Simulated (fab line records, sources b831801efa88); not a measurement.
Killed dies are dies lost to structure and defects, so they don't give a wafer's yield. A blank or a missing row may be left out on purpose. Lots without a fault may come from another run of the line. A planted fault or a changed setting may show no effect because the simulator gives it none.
Problem report in the 8D (eight disciplines) form, filled by code | flow sfq_line | the parts of the form that need people (team, actions taken, sign-off) are left out

1. THE PROBLEM
oes_product_au at SFQ_TRILAYER_L0_VIA_ETCH_VIA_ETCH_016 reads a mean of 0.795 a.u. on 1 wafer of 1 lot; wafers without a fault read 0.840 a.u. with a standard deviation of 0.0073. That is -6.2 standard deviations from the usual mean.
The step: etches SiO2 in CHF3, stops on MoNx KI, target depth 80 nm.
First seen on wafer L348.4, day 8 21:29, on rie_diel-04. The record holds 39 wafers of 13 lots with a number at this step. Rule for "out", or "out of limits": more than 4 standard deviations from the usual mean. The other wafers with a number count as sound.

2. WHAT IT IS AND WHAT IT IS NOT
question                    | is               | is not
which readings at this step | oes_product_au   | drypump_motor_current_A
which lots                  | L348             | L332, L333, L334, L335, L336, L337, L338, L339, L340, L351, L354, L355
which wafers of those lots  | L348.4           | L348.1, L348.6
read on which tools         | rie_diel-04      | rie_diel-01, rie_diel-02
when                        | from day 8 21:29 | up to then (29 sound wafers); but 9 sound wafers of L351, L354, L355 came after

3. SUSPECTS, AND WHAT RULES EACH OUT
Counting: a tool at a process step up to the reading stays a suspect if it ran every lot that is out. Sound lots after the first of them don't rule it out here, since some wafers of a struck lot are sound.
- pvd_sputter-04 at SFQ_TRILAYER_L0_DEP_SPUTTER_003 (material MoNx KI, target thk 40 nm, time 100 s): kept. It ran the lot that is out, L348 (day 4 20:29); its last sound lot up to then is L340 (day 3 04:29).
- rie_metal-02 at SFQ_TRILAYER_L0_ETCH_METAL_ETCH_008 (etches MoNx KI in SF6/O2, stops on SiO2, target depth 50 nm, time 25 s): kept. It ran the lot that is out, L348 (day 5 12:33); its last sound lot up to then is L339 (day 3 17:21).
- pecvd-03 at SFQ_TRILAYER_L0_CAP_PECVD_011 (deposits SiO2 from SiH4/N2O, time 13.333 s, target thk 60 nm): kept. It ran the lot that is out, L348 (day 5 13:22).
- rie_diel-04 at SFQ_TRILAYER_L0_VIA_ETCH_VIA_ETCH_016 (etches SiO2 in CHF3, stops on MoNx KI, target depth 80 nm): kept. It ran the lot that is out, L348 (day 8 21:29); its last sound lot up to then is L336 (day 6 05:20). Its own readings are out on those wafers: oes_product_au.
- Within rie_metal-02 at SFQ_TRILAYER_L0_ETCH_METAL_ETCH_008: the wafers that are out ran in chamber 1; their sound lot-mates ran in chamber 0.
- Within pecvd-03 at SFQ_TRILAYER_L0_CAP_PECVD_011: the wafers that are out ran in chamber 2; their sound lot-mates ran in chambers 0, 1.
- Within rie_diel-04 at SFQ_TRILAYER_L0_VIA_ETCH_VIA_ETCH_016: the wafers that are out ran in chamber 3; their sound lot-mates ran in chamber 1.
Left after counting: pvd_sputter-04 at SFQ_TRILAYER_L0_DEP_SPUTTER_003, rie_metal-02 at SFQ_TRILAYER_L0_ETCH_METAL_ETCH_008, pecvd-03 at SFQ_TRILAYER_L0_CAP_PECVD_011, rie_diel-04 at SFQ_TRILAYER_L0_VIA_ETCH_VIA_ETCH_016.

4. THE CAUSE (what the simulator had put in)
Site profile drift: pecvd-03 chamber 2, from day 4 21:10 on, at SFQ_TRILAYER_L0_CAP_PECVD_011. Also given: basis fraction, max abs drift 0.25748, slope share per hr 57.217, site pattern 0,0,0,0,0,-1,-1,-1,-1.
Counting left 4 suspects, and this tool is among them.

5. THE CHAIN OF EFFECTS, in route order
Each row: a reading whose mean over the struck wafers that have a number lies more than 3 standard deviations from the usual. Only readings for which the record gives a usual standard deviation are gone through. hours: the time from each lot's start at the first step in this table that gives one to its start at this step, as a median over the lots. sigmas: the change in usual standard deviations.
hours | step                                  | reading        | usual      | on struck wafers | change | sigmas
0     | SFQ_TRILAYER_L0_VIA_ETCH_VIA_ETCH_016 | oes_product_au | 0.840 a.u. | 0.795            | -0.045 | -6.2
The process steps in it:
- SFQ_TRILAYER_L0_VIA_ETCH_VIA_ETCH_016: etches SiO2 in CHF3, stops on MoNx KI, target depth 80 nm.

6. WHAT WOULD HAVE CAUGHT IT SOONER
In this record the first reading out of limits was taken at day 8 21:29, 96 hours after the fault began at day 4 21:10.
Of the tool readings at SFQ_TRILAYER_L0_CAP_PECVD_011 for which the record gives a usual standard deviation, none was out on any struck wafer, so an alarm limit of 4 standard deviations on them would not have fired.
All the lots that are out (1) had begun SFQ_TRILAYER_L0_CAP_PECVD_011 on pecvd-03 by day 8 21:29. A hold on the tool at that time would have spared none of them.
